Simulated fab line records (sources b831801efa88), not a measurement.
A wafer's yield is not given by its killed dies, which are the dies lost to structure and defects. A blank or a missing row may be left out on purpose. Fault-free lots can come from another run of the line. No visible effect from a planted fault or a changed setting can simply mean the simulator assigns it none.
A lot that was struck, set against a sound lot    flow sky130    14 out of 708 route steps
Sound: these wafers, L894.1, L894.2, L894.5. Struck: wafers L886.2, L886.4, L886.6. The cause is given at the end.
Order at every step that has rows: each side's tool, ch and its chambers, its first start. Under that, the readings that differ: sound wafers    struck wafers    difference of the means    sigmas: that difference in standard deviations of wafers without a fault.
alike: readings whose means differ by less than 2 such deviations, and words and numbers that are the same on both sides. not compared: withheld readings, readings that some wafer has no value for, bounds like >300 that may hide the same value, and numbers for which the record gives no deviation and whose values overlap.
The two part at a step that has a row with sigmas, a row that says differs or no value, or rows on one side only. Numbers that have no deviation but don't overlap get no sigmas and don't part them. A reading that every wafer of one side lacks parts them only if that side has two wafers or more.

first, 3 steps without rows for these wafers: SKY_METAL3_CLEAN_21 (cleans in IPA, time 180 s); SKY_METAL3_CLEAN_22 (cleans in O3/DIW); SKY_VIA3_HDPCVD_00 (deposits SiO2, target thk 1635 nm, time 272.5 s).
SKY_VIA3_THK_MEAS_01:
  sound on film_metro-04, day 44 01:42; struck on film_metro-02, day 41 19:12
  alike: VIA3_HDPCVD_THK
SKY_VIA3_CMP_02: polishes SiO2.
  sound on cmp-01 ch 1,2, day 44 01:46; struck on cmp-02 ch 0,1,2, day 41 19:15
  alike: motor_current_A
SKY_VIA3_BOW_MEAS_03:
  sound on film_metro-02, day 44 02:04; struck on film_metro-04, day 41 19:34
  alike: VIA3_BOW
then, 6 steps without rows for these wafers: SKY_VIA3_DEHYDRATE_04 (time 60 s); SKY_VIA3_HMDS_05 (prime time 60 s); SKY_VIA3_COAT_06 (resist thk 60 nm); SKY_VIA3_COAT_07 (resist thk 450 nm); SKY_VIA3_SOFTBAKE_08 (time 90 s); SKY_VIA3_EXPOSE_09 (exposes mask VIM3, target cd 200 nm).
SKY_VIA3_PEB_10:
  struck on litho_track-02, day 42 18:00; sound on litho_track-02 ch 0, day 44 23:00
reading          sound           struck  difference                     sigmas
exhaust_pa (Pa)  44.2 45.3 44.9  - - -   no value on the struck wafers  
  not compared: chill_plate_temp_C
then, 1 step without rows for these wafers: SKY_VIA3_DEVELOP_11 (develop time 60 s).

WHERE THEY PART
SKY_VIA3_PEB_10 only, going by this record.

WHY: whatever the simulator had introduced
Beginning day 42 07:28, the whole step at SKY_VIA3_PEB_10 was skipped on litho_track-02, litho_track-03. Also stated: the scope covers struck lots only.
